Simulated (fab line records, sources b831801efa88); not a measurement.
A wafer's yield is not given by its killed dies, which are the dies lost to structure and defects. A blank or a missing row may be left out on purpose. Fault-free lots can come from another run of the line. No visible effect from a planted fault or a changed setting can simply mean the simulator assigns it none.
Struck lot and sound lot, side by side | flow gf180mcu | 45 steps out of a route of 602
Sound: these wafers, L678.1, L678.2, L678.6. The struck wafers were L683.1, L683.4, L683.5. At the end, the cause is stated.
For every step that has rows: the tool of each side, followed by ch and its chambers, followed by its first start. Under that, the readings that differ: sound wafers | struck wafers | difference of the means | sigmas: that difference in standard deviations of wafers without a fault.
alike: a reading whose means differ by less than 2 such deviations, as well as words and numbers matching on both sides. not compared: withheld readings; readings where some wafer has no value; bounds like >300 that might hide an equal value; numbers whose values overlap and for which the record gives no deviation.
The two part at a step that has a row with sigmas, a row that says differs or no value, or rows on one side only. Non-overlapping numbers with no deviation appear without sigmas and do not part them. Lack of a reading on every wafer of one side parts them only where that side has two or more wafers.

first, 5 steps without rows for these wafers: GF_MVSD_COAT_02 (resist thk 3000 nm); GF_MVSD_SOFTBAKE_03; GF_MVSD_EXPOSE_04 (exposes mask MVSD, target cd 1000 nm); GF_MVSD_PEB_05; GF_MVSD_DEVELOP_06 (develop time 60 s).
GF_MVSD_OVL_MEAS_07:
  sound on overlay-02 at day 5 23:35; struck on overlay-01 at day 7 05:41
  alike: MVSD_OVL
then, 2 steps without rows for these wafers: GF_MVSD_IMPLANT_08; GF_MVSD_IMPLANT_09.
GF_MVSD_STRIP_10: strips in O2/N2.
  sound on plasmaAsher-01 ch 0,1, day 5 23:55; struck on plasmaAsher-04 ch 1, day 7 06:01
reading          | sound       | struck      | difference | sigmas
heaterPowerW (W) | 280 328 279 | 343 342 343 | +47        | +2
  alike: drypumpMotorCurrentA, oesProductAu, stripTimeToEndpointS
  not compared: rfHoursCounterH
GF_MVSD_TW_MEAS_11:
  sound on filmMetro-04 at day 6 00:01; struck on filmMetro-03 at day 7 06:07
  alike: MVSD_TW
then, 2 steps without rows for these wafers: GF_MVPSD_DEHYDRATE_00 (time 60 s); GF_MVPSD_HMDS_01 (prime time 60 s).
GF_MVPSD_COAT_02: resist thk 3000 nm.
  struck on lithoTrack-01, day 7 14:19; sound on lithoTrack-01 ch 0, day 6 07:34
  no value came back on the struck wafers for chillPlateTempC (C), dispensePressureKPa (kPa); on the sound wafers chillPlateTempC (C) reads 22.93 22.94 22.83
then, 4 steps without rows for these wafers: GF_MVPSD_SOFTBAKE_03; GF_MVPSD_EXPOSE_04 (exposes mask MVPSD, target cd 1000 nm); GF_MVPSD_PEB_05; GF_MVPSD_DEVELOP_06 (develop time 60 s).
GF_MVPSD_OVL_MEAS_07:
  sound on overlay-02 at day 6 15:28; struck on overlay-01 at day 7 22:02
reading        | sound        | struck | difference                    | sigmas
MVPSD_OVL (nm) | -0.6 0.1 0.5 | - - -  | no value on the struck wafers | 
then, 2 steps without rows for these wafers: GF_MVPSD_IMPLANT_08; GF_MVPSD_IMPLANT_09.
GF_MVPSD_STRIP_10: strips in O2/N2.
  sound on plasmaAsher-03 ch 0,1, day 6 15:49; struck on plasmaAsher-04 ch 0,1, day 7 22:22
  no value came back on the struck wafers for oesProductAu (a.u.), stripTimeToEndpointS (s); on the sound wafers oesProductAu (a.u.) reads 0.721 0.721 0.719
  alike: drypumpMotorCurrentA, heaterPowerW
  not compared: rfHoursCounterH
GF_MVPSD_TW_MEAS_11:
  sound on filmMetro-03 at day 6 15:55; struck on filmMetro-04 at day 7 22:28
  alike: MVPSD_TW
then, 7 steps without rows for these wafers: GF_VT_IMPLANT_DEHYDRATE_00 (time 60 s); GF_VT_IMPLANT_HMDS_01 (prime time 60 s); GF_VT_IMPLANT_COAT_02 (resist thk 1000 nm); GF_VT_IMPLANT_SOFTBAKE_03 (time 60 s); GF_VT_IMPLANT_EXPOSE_04 (exposes mask LVPWELL LV AREA, target cd 600 nm); GF_VT_IMPLANT_PEB_05; GF_VT_IMPLANT_DEVELOP_06 (develop time 60 s).
GF_VT_IMPLANT_OVL_MEAS_07:
  sound on overlay-02 at day 7 07:22; struck on overlay-01 at day 8 13:58
  alike: VT_IMPLANT_OVL
following that, these wafers have no rows for 1 step: GF_VT_IMPLANT_IMPLANT_08.
GF_VT_IMPLANT_STRIP_09: strips in O2/N2.
  sound on plasmaAsher-02 ch 0,1, day 7 07:33; struck on plasmaAsher-03 ch 1, day 8 14:09
  alike: drypumpMotorCurrentA, heaterPowerW, oesProductAu, stripTimeToEndpointS
  not compared: rfHoursCounterH
GF_VT_IMPLANT_TW_MEAS_10:
  sound on filmMetro-02 at day 7 07:39; struck on filmMetro-03 at day 8 14:15
reading       | sound       | struck      | difference | sigmas
VT_IMPLANT_TW | 565 563 564 | 698 698 698 | +134       | +41
then, 7 steps without rows for these wafers: GF_VT_IMPLANT_DEHYDRATE_11 (time 60 s); GF_VT_IMPLANT_HMDS_12 (prime time 60 s); GF_VT_IMPLANT_COAT_13 (resist thk 1000 nm); GF_VT_IMPLANT_SOFTBAKE_14 (time 60 s); GF_VT_IMPLANT_EXPOSE_15 (exposes mask Nwell LV AREA, target cd 860 nm); GF_VT_IMPLANT_PEB_16; GF_VT_IMPLANT_DEVELOP_17 (develop time 60 s).
GF_VT_IMPLANT_OVL_MEAS_18:
  sound on overlay-01 at day 7 21:52; struck on overlay-02 at day 9 06:19
  alike: VT_IMPLANT_01_OVL
following that, these wafers have no rows for 1 step: GF_VT_IMPLANT_IMPLANT_19.
GF_VT_IMPLANT_TW_MEAS_21:
  sound on filmMetro-02 at day 7 22:09; struck on filmMetro-02 at day 9 06:36
reading         | sound          | struck         | difference | sigmas
VT_IMPLANT_2_TW | 1214 1210 1218 | 1252 1248 1246 | +35        | +5
GF_VT_IMPLANT_TW_MEAS_32:
  sound on filmMetro-02 at day 8 14:04; struck on filmMetro-01 at day 9 23:18
reading         | sound             | struck            | difference | sigmas
VT_IMPLANT_3_TW | 269.5 269.8 268.2 | 565.7 569.8 564.7 | +297.6     | +99 or more
GF_VT_IMPLANT_TW_MEAS_43:
  sound on filmMetro-02 at day 9 06:18; struck on filmMetro-01 at day 10 17:19
reading         | sound       | struck      | difference | sigmas
VT_IMPLANT_4_TW | 695 690 689 | 771 777 777 | +84        | +22

WHERE THEY PART
Last at GF_VT_IMPLANT_TW_MEAS_43 as far as this record goes, first at GF_MVSD_STRIP_10.

WHY: the cause the simulator had injected
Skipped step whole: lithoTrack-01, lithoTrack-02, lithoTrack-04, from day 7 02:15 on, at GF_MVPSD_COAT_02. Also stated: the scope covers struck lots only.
